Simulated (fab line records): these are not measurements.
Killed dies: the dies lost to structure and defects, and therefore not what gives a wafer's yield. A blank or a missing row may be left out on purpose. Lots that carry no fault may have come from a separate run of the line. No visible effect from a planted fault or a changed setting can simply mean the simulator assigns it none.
Check of tool commonality    flow sky130    15 lots and 45 wafers in the sample

== WHAT PROMPTED THE OPENING ==
On 3 of the 15 lots, a flag is raised at SKY_SD_N_CD_MEAS_07 on the reading cdNm. Wafers without a fault read 380.4 nm, standard deviation 2.5.
Rule: a lot is flagged in two cases, either no wafer of it has a number, or all its wafers with numbers fall more than 4 standard deviations from that mean. As for the other lots, they are considered sound.

lot   measured      on        cdNm (nm), wafer by wafer  flag
L690  day 28 00:58  cdSem-01  383.2 381.3 382.0          
L691  day 28 02:49  cdSem-02  381.6 379.9 379.8          
L697  day 31 02:46  cdSem-01  462.6 461.1 463.0          FLAGGED
L699  day 31 05:28  cdSem-02  455.5 453.8 455.4          FLAGGED
L700  day 31 08:36  cdSem-02  457.9 460.3 457.1          FLAGGED
L702  day 31 22:44  cdSem-02  378.4 376.7 379.0          
L704  day 32 15:05  cdSem-02  380.5 382.0 380.0          
L706  day 33 01:59  cdSem-02  386.2 388.2 386.6          
L707  day 33 08:01  cdSem-02  378.4 382.6 381.5          
L708  day 34 00:40  cdSem-02  381.0 381.2 382.0          
L709  day 34 02:56  cdSem-02  378.2 376.3 377.6          
L710  day 34 06:11  cdSem-02  381.7 378.0 379.7          
L711  day 34 16:04  cdSem-02  376.5 379.0 376.5          
L712  day 34 23:32  cdSem-01  380.0 379.9 380.7          
L713  day 35 06:01  cdSem-01  382.8 379.2 381.4          
On average the flagged lots' numbers are 458.5 nm, which is +78.1 nm against the usual, or +31 standard deviations.

== WHICH TOOL RAN EACH LOT ==
2 process steps preceding the reading are held in the record, out of 708 steps in the route. Read each cell as the tool, then ch plus the chambers that the sampled wafers visited, then the start.
lot   flag     SKY_SD_P_STRIP_10                    SKY_SD_N_COAT_02
L690           plasmaAsher-03 ch 0,1, day 25 16:35  lithoTrack-04 ch 0, day 27 10:25
L691           plasmaAsher-03 ch 0,1, day 25 18:40  lithoTrack-03 ch 0, day 27 12:52
L697  FLAGGED  plasmaAsher-03 ch 0,1, day 28 19:58  lithoTrack-04 ch 0, day 30 12:28
L699  FLAGGED  plasmaAsher-04 ch 0,1, day 28 22:04  lithoTrack-04 ch 0, day 30 14:55
L700  FLAGGED  plasmaAsher-03 ch 0,1, day 29 00:58  lithoTrack-04 ch 0, day 30 18:52
L702           plasmaAsher-01 ch 0,1, day 29 15:41  lithoTrack-03 ch 0, day 31 09:06
L704           plasmaAsher-01 ch 0,1, day 30 08:16  lithoTrack-02 ch 0, day 32 01:56
L706           plasmaAsher-03 ch 0,1, day 30 19:43  lithoTrack-03 ch 0, day 32 12:36
L707           plasmaAsher-03 ch 0,1, day 31 02:49  lithoTrack-02 ch 0, day 32 19:07
L708           plasmaAsher-01 ch 0,1, day 31 20:01  lithoTrack-02 ch 0, day 33 12:10
L709           plasmaAsher-01 ch 0,1, day 31 22:25  lithoTrack-02 ch 0, day 33 13:41
L710           plasmaAsher-04 ch 0, day 32 03:20    lithoTrack-03 ch 0, day 33 18:00
L711           plasmaAsher-03 ch 0,1, day 32 11:01  lithoTrack-02 ch 0, day 34 02:19
L712           plasmaAsher-04 ch 0,1, day 32 19:37  lithoTrack-04 ch 0, day 34 10:38
L713           plasmaAsher-03 ch 0,1, day 33 01:26  lithoTrack-03 ch 0, day 34 17:07
These steps, and what they do:
- SKY_SD_P_STRIP_10: strips in O2/N2.
- SKY_SD_N_COAT_02: resist thk 1140 nm.
- SKY_SD_N_CD_MEAS_07: target cd 380 nm.

== FLAGGED AGAINST TOTAL, ONE TOOL AT A TIME (gauges that did the reading follow at the end) ==
step                 tool            lots run  flagged  share of the flagged lots  sound lots run after its first flagged lot
SKY_SD_P_STRIP_10    plasmaAsher-01  4         0        none                       -
SKY_SD_P_STRIP_10    plasmaAsher-03  8         2        some                       4 (L706,L707,L711,L713)
SKY_SD_P_STRIP_10    plasmaAsher-04  3         1        some                       2 (L710,L712)
SKY_SD_N_COAT_02     lithoTrack-02   5         0        none                       -
SKY_SD_N_COAT_02     lithoTrack-03   5         0        none                       -
SKY_SD_N_COAT_02     lithoTrack-04   5         3        all                        1 (L712)
SKY_SD_N_CD_MEAS_07  cdSem-01        4         1        some                       2 (L712,L713)
SKY_SD_N_CD_MEAS_07  cdSem-02        11        2        some                       8 (L702,L704,L706,L707,L708,L709,L710,L711)

== WHAT THE TABLE ALLOWS ==
In the table, 1 row covers all flagged lots: lithoTrack-04 at SKY_SD_N_COAT_02.
- lithoTrack-04 at SKY_SD_N_COAT_02: 3 of its 5 lots flagged. Sound lots ran on it after the first flagged one (L712), which a lasting fault on the whole tool wouldn't allow.
There is no row in the table that ran each flagged lot and no sound lot after the first.

== WHAT WAS PUT IN BY THE SIMULATOR ==
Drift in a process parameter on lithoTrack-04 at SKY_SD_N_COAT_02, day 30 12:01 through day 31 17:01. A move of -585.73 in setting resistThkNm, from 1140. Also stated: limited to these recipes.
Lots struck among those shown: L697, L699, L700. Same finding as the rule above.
